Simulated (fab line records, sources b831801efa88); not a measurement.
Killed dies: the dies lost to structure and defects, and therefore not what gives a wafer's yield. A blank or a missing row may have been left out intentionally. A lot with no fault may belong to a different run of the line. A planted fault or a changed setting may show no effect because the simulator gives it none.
Struck lot and sound lot, side by side :: flow sky130 :: 16 out of 708 route steps
Sound: the wafers L835.1, L835.2, L835.3. Struck: wafers L847.1, L847.3, L847.5. The cause is given at the end.
At each step with rows: each side's tool, then ch and its chambers, then its first start. Under that, the readings that differ: sound wafers :: struck wafers :: difference of the means :: sigmas: that difference in standard deviations of wafers without a fault.
alike: a reading whose means differ by less than 2 such deviations, as well as words and numbers matching on both sides. not compared: withheld readings; readings where some wafer has no value; bounds like >300 that might hide an equal value; numbers whose values overlap and for which the record gives no deviation.
A row with sigmas, a row that says differs or no value, or rows on one side alone: a step with any of these is where the two part. Numbers that don't overlap but have no deviation are shown without sigmas and don't part them. Lack of a reading on every wafer of one side parts them only where that side has two or more wafers.

SKY_FIELD_ISO_BOW_MEAS_00:
  sound on film metro-02, day 2 11:00; struck on film metro-03, day 4 23:00
  alike: INCOMING_BOW
then, 1 step without rows for these wafers: SKY_FIELD_ISO_OXIDATION_01 (stabilise 600 s, purge 300 s, target thk 12 nm).
SKY_FIELD_ISO_THK_MEAS_02:
  sound on film metro-02, day 2 12:44; struck on film metro-03, day 5 02:46
  alike: FIELD_ISO_OXIDATION_00_THK
then, 1 step without rows for these wafers: SKY_FIELD_ISO_CVD_03 (deposits Si3N4 from DCS/NH3, target thk 165 nm, time 2830 s).
SKY_FIELD_ISO_THK_MEAS_04:
  sound on film metro-03, day 2 15:03; struck on film metro-03, day 5 04:37
  alike: FIELD_ISO_CVD_03_THK
then, 2 steps without rows for these wafers: SKY_FIELD_ISO_DEHYDRATE_05 (time 60 s); SKY_FIELD_ISO_HMDS_06 (prime time 57.78 s).
SKY_FIELD_ISO_COAT_07: resist thk 60 nm.
  sound on litho track-01 ch 0, day 2 22:02; struck on litho track-02 ch 0, day 5 13:23
reading: spin speed rpm (rpm)
sound: 2998.3 2999.8 2998.4
struck: 3153.5 3153.8 3154.4
difference: +155.1
sigmas: +78
  not compared: resist line temp C
then, 5 steps without rows for these wafers: SKY_FIELD_ISO_COAT_08 (resist thk 450 nm); SKY_FIELD_ISO_SOFTBAKE_09 (time 90 s); SKY_FIELD_ISO_EXPOSE_10 (exposes mask FOM, target cd 150 nm); SKY_FIELD_ISO_PEB_11; SKY_FIELD_ISO_DEVELOP_12 (develop time 60 s).
SKY_FIELD_ISO_CD_MEAS_13: the cd target is 150 nm.
  sound on cd sem-02, day 3 06:50; struck on cd sem-01, day 5 23:02
reading: cd nm (nm)
sound: 149.8 148.6 148.7
struck: 152.6 152.3 153.0
difference: +3.6
sigmas: +2
SKY_FIELD_ISO_ETCH_14: etches BARC in N2/H2, stops on SiO2, time 45.9 s, target depth 60 nm.
  sound on rie diel-03 ch 1,2,3, day 3 06:58; struck on rie diel-02 ch 0,2,3, day 5 23:09
reading: oes product au (a.u.)
sound: 0.855 0.851 0.847
struck: 0.840 0.841 0.843
difference: -0.010
sigmas: -2

reading: model.etch.depth nm (nm)
sound: 59.71 60.16 59.84
struck: 58.58 58.6 58.69
difference: -1.28
sigmas: 
  alike: drypump motor current A, n2 flow sccm, rf fwd power W, throttle valve pct
  not compared: rf hours counter h
SKY_FIELD_ISO_ETCH_15: etches the open film in CHF3/O2, stops on Si, target depth 180 nm, time 72 s.
  sound on rie diel-03 ch 1,2,3, day 3 07:00; struck on rie diel-02 ch 0,2,3, day 5 23:11
  alike: drypump motor current A, oes product au, rf fwd power W, throttle valve pct
  not compared: rf hours counter h

## WHERE THEY PART
Last at SKY_FIELD_ISO_ETCH_14 as far as this record goes, first at SKY_FIELD_ISO_COAT_07. Later steps at which nothing parts them and some readings are alike: SKY_FIELD_ISO_ETCH_15.

WHY: what the simulator had put in
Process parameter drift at SKY_FIELD_ISO_COAT_07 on litho track-02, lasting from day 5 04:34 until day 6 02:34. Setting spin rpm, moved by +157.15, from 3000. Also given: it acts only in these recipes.
